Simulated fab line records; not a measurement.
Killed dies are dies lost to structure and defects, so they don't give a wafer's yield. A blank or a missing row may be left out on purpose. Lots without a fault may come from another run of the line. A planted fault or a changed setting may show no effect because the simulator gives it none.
Struck lot and sound lot, side by side :: flow sky130 :: 15 steps out of a route of 708
Sound: wafers L992.4, L992.5, L992.6. The struck wafers were L102.3, L102.4, L102.6. The cause is given at the end.
Per side, at each step with rows, come the tool, then ch with its chambers, and then its first start. Under that, the readings that differ: sound wafers :: struck wafers :: difference of the means :: sigmas: that difference in standard deviations of wafers without a fault.
alike: readings whose means differ by less than 2 such deviations, and words and numbers that are the same on both sides. not compared: withheld readings, readings that some wafer has no value for, bounds like >300 that may hide the same value, and numbers for which the record gives no deviation and whose values overlap.
A row with sigmas, a row that says differs or no value, or rows on one side alone: a step with any of these is where the two part. Non-overlapping numbers with no deviation appear without sigmas and do not part them. Lack of a reading on every wafer of one side parts them only where that side has two or more wafers.

SKY_CAPM_RS_MEAS_03: uses a four-point probe to measure.
  struck on filmMetro-03, day 39 22:58; sound on filmMetro-03, day 36 07:22
  alike: CAPM_TIN_RS
SKY_CAPM_THK_MEAS_04: measures by xrf.
  struck on filmMetro-03, day 39 23:04; sound on filmMetro-03, day 36 07:28
  alike: CAPM_TIN_THK
then, 7 steps without rows for these wafers: SKY_CAPM_DEHYDRATE_05 (time 60 s); SKY_CAPM_HMDS_06 (prime time 60 s); SKY_CAPM_COAT_07 (resist thk 1140 nm); SKY_CAPM_SOFTBAKE_08 (time 60 s); SKY_CAPM_EXPOSE_09 (exposes mask CAPM, target cd 1000 nm); SKY_CAPM_PEB_10; SKY_CAPM_DEVELOP_11 (develop time 60 s).
SKY_CAPM_OVL_MEAS_12:
  struck on overlay-02, day 40 23:09; sound on overlay-01, day 37 09:01
  alike: CAPM_OVL
SKY_CAPM_METAL_ETCH_13: etches TiN in Cl2/BCl3, stops on SiO2, target depth 220 nm, time 62.9 s.
  sound on rieMetal-03 ch 0,1, day 37 09:03; struck on rieMetal-03 ch 0,1, day 40 23:12
  alike: drypumpMotorCurrentA, oesProductAu, throttleValvePct
  not compared: rfHoursCounterH
SKY_CAPM_STRIP_14: strips in O2/N2.
  sound on plasmaAsher-04 ch 0,1, day 37 09:08; struck on plasmaAsher-03 ch 0,1, day 40 23:17
  alike: chamberPressureMTorr, drypumpMotorCurrentA, oesProductAu, stripTimeToEndpointS
  not compared: rfHoursCounterH
SKY_CAPM_STRIP_15: strips in post etch residue remover, time 1200 s.
  sound on wetBench-04 ch 3, day 37 09:12; struck on wetBench-01 ch 2, day 40 23:21
  no value came back on the struck wafers for bathGuardTempC (C), bathHeatDutyPct (%); on the sound wafers bathGuardTempC (C) reads 72.2 72.2 72.3
then, 1 step without rows for these wafers: SKY_CAPM_CLEAN_16 (cleans in IPA, time 180 s).
-- the record jumps here: 8 days lie between the struck wafers' starts before and after (it left off in module CAPM and takes up again in module PAD_OPEN, whose first step shown is number 708 of the route) --
SKY_PAD_OPEN_PROBE_99:
  struck on prober-01, day 48 15:25; sound on prober-02, day 45 16:44
  alike: defectLimitedYield, killed_at_M0_to_M3, killed_at_M4_up, killedAtContacts, killedAtFrontEnd, killedAtOther, killedDies, killedOpen, killedShort, sort_bin_3_pad_short, sort_bin_5_function, sort_bin_6_memory, sortNPass, sortYieldPct

== WHERE THEY PART ==
Only at SKY_CAPM_STRIP_15, as far as this record shows. Later steps at which nothing parts them and some readings are alike: SKY_PAD_OPEN_PROBE_99.

WHY: whatever the simulator had introduced
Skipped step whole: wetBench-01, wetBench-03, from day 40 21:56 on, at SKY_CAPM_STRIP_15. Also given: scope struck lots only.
